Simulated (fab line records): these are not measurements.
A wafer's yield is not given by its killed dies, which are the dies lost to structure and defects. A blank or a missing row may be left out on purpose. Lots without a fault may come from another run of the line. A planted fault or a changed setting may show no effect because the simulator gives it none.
Chamber matching -- flow sky130 -- SKY_VIA1_ETCH_15 on rie-diel-01 has 4 sister chambers
The step etches SiO2 in C4F8/O2/Ar, stops on TiN, target depth 351 nm, time 54 s. 4 wafers are shown with their chamber, then 8 later ones without.

WAFERS, EACH WITH ITS CHAMBER
wafer,chamber,oes-product-au (a.u.)
L088.2,2,0.985
L090.1,3,0.983
L090.3,0,0.988
L092.1,1,0.981

WAFERS WITH NO CHAMBER GIVEN
wafer,oes-product-au (a.u.)
L092.2,0.991
L092.6,0.980
L093.3,0.972
L093.4,0.992
L093.5,0.984
L097.2,0.974
L097.4,0.968
L097.6,0.980

WHICH CHAMBER EACH ONE RAN IN
wafer,from the rows above,in truth
L092.2,can't be placed: 0 or 2 or 3 or 1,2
L092.6,can't be placed: 1 or 3 or 2 or 0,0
L093.3,can't be placed: 1 or 3 or 2 or 0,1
L093.4,can't be placed: 0 or 2 or 3 or 1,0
L093.5,can't be placed: 2 or 3 or 1 or 0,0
L097.2,can't be placed: 1 or 3 or 2 or 0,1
L097.4,can't be placed: 1 or 3 or 2 or 0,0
L097.6,can't be placed: 1 or 3 or 2 or 0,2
Placed correctly: 0 of 8. These rows do not allow placing 8 (true chamber among the candidates in 8). Placed wrongly: 0.
How it was worked out, from the rows above alone: a wafer's distance from a chamber is the root of the sum, over the readings, of the square of ((its reading less the chamber's mean) divided by the reading's scatter). The wafer belongs to the nearest chamber; if the next one is less than 2 further off, it can't be placed. The mean given for a chamber averages the wafers shown for that chamber. The scatter: root of mean squared gap, hidden wafer to nearest shown wafer, with one shown wafer a chamber.
